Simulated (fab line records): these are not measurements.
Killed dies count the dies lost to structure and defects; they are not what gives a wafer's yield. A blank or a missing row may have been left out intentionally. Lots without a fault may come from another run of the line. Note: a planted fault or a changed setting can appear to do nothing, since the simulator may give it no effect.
A lot that was struck, set against a sound lot / flow sky130 / 37 steps out of a route of 708
Sound: the wafers L319.2, L319.5, L319.6. Struck: wafer L322.5 (L322.3, L322.6, from the same lot, were not struck and are left out); the cause is given at the end.
Per side, at each step with rows, come the tool, then ch with its chambers, and then its first start. Under that, the readings that differ: sound wafers / struck wafers / difference of the means / sigmas: that difference in standard deviations of wafers without a fault.
alike: readings whose means differ by less than 2 such deviations, and words and numbers that are the same on both sides. not compared: withheld readings, readings that some wafer has no value for, bounds like >300 that may hide the same value, and numbers for which the record gives no deviation and whose values overlap.
Wherever a step has rows on one side only, a row that says differs or no value, or a row with sigmas, the two part there. Numbers that have no deviation but don't overlap get no sigmas and don't part them. A reading missing from all wafers of one side parts the sides only when that side holds two or more wafers.

first, 10 steps without rows for these wafers: SKY_VIA3_ETCH_15 (etches SiO2 in C4F8/O2/Ar, stops on TiN, target depth 507 nm, time 78 s); SKY_VIA3_STRIP_16 (strips in O2/N2); SKY_VIA3_STRIP_17 (strips in post etch residue remover, time 1200 s); SKY_VIA3_CLEAN_18 (cleans in IPA, time 180 s); SKY_VIA3_CLEAN_19 (cleans in O3/DIW); SKY_VIA3_SPUTTER_20 (material TiN, target thk 20 nm, time 80 s); SKY_VIA3_CVD_21 (deposits W, target thk 390 nm, time 117.31 s); SKY_VIA3_CMP_24 (polishes, stops on SiO2, t overpolish 20 s, target thk 0 nm); SKY_METAL4_SPUTTER_00 (material Ti, target thk 15 nm, time 10 s); SKY_METAL4_SPUTTER_01 (material TiN, target thk 20 nm, time 16.7 s).
SKY_METAL4_SPUTTER_02: material AlCu, target thk 735 nm, time 39.1 s.
  sound on pvdSputter-01 at day 41 05:19; struck on pvdSputter-01 at day 42 09:05
reading=model.AlCu_of_METAL4_SPUTTER_02.thkNm (nm); sound=736.4 731.3 742.6; struck=318.5; difference=-418.3; sigmas=
  alike: throttleValvePct
then, 24 steps without rows for these wafers: SKY_METAL4_SPUTTER_03 (material Ti, target thk 5 nm, time 3.3 s); SKY_METAL4_SPUTTER_04 (material TiN, target thk 70 nm, time 58.3 s); SKY_CAP2M_CVD_00 (deposits SiO2, target thk 15.5 nm); SKY_CAP2M_SPUTTER_02 (material TiN, target thk 200 nm, time 166.7 s); SKY_CAP2M_DEHYDRATE_05 (time 60 s); SKY_CAP2M_HMDS_06 (prime time 60 s); SKY_CAP2M_COAT_07 (resist thk 1140 nm); SKY_CAP2M_SOFTBAKE_08 (time 60 s); SKY_CAP2M_EXPOSE_09 (exposes mask CAP2M, target cd 1000 nm); SKY_CAP2M_PEB_10; SKY_CAP2M_DEVELOP_11 (develop time 60 s); SKY_CAP2M_METAL_ETCH_13 (etches TiN in Cl2/BCl3, stops on SiO2, target depth 220 nm, time 62.9 s); SKY_CAP2M_STRIP_14 (strips in O2/N2); SKY_CAP2M_STRIP_15 (strips in post etch residue remover, time 1200 s); SKY_CAP2M_CLEAN_16 (cleans in IPA, time 180 s); SKY_CAP2M_CLEAN_17 (cleans in O3/DIW); SKY_METAL4_DEHYDRATE_05 (time 60 s); SKY_METAL4_HMDS_06 (prime time 60 s); SKY_METAL4_COAT_07 (resist thk 60 nm); SKY_METAL4_COAT_08 (resist thk 1158 nm); SKY_METAL4_SOFTBAKE_09 (time 90 s); SKY_METAL4_EXPOSE_10 (exposes mask MM4, target cd 300 nm); SKY_METAL4_PEB_11; SKY_METAL4_DEVELOP_12 (develop time 60 s).
SKY_METAL4_METAL_ETCH_18: etches the open film in Cl2/BCl3, stops on SiO2, target depth 845 nm, time 183.1 s.
  sound on rieMetal-02 ch 0,1, day 43 05:20; struck on rieMetal-01 ch 1, day 44 07:18
reading=drypumpMotorCurrentA (A); sound=6.6 6.5 6.6; struck=5.0; difference=-1.6; sigmas=-3
reading=oesProductAu (a.u.); sound=0.863 0.860 0.869; struck=0.634; difference=-0.230; sigmas=-35
  alike: biasW, throttleValvePct
  not compared: rfHoursCounterH
-- the record jumps here: 4 days lie between the struck wafers' starts before and after (it left off in module METAL4 and takes up again in module PAD_OPEN, whose first step shown is number 708 of the route) --
SKY_PAD_OPEN_PROBE_99:
  sound on prober-02 at day 46 23:44; struck on prober-01 at day 47 23:03
reading=killedAtContacts; sound=27 20 21; struck=35; difference=+12; sigmas=+2
reading=model.etest.met4.lineOhmUm; sound=0.1464 0.1457 0.14; struck=0.3259; difference=+0.1819; sigmas=
reading=model.etest.via4Chain.rcOhm; sound=0.7682 0.7873 0.7856; struck=0.9284; difference=+0.1480; sigmas=
reading=model.etest.met4.rsOhmSq; sound=0.04272 0.04286 0.04224; struck=0.1001; difference=+0.0575; sigmas=
  alike: defectLimitedYield, killed_at_M0_to_M3, killed_at_M4_up, killedAtFrontEnd, killedAtOther, killedDies, killedOpen, killedShort, sort_bin_3_pad_short, sort_bin_5_function, sort_bin_6_memory, sortNPass, sortYieldPct

## WHERE THEY PART
Earliest at SKY_METAL4_METAL_ETCH_18; latest, in this record, at SKY_PAD_OPEN_PROBE_99.

WHY: whatever the simulator had introduced
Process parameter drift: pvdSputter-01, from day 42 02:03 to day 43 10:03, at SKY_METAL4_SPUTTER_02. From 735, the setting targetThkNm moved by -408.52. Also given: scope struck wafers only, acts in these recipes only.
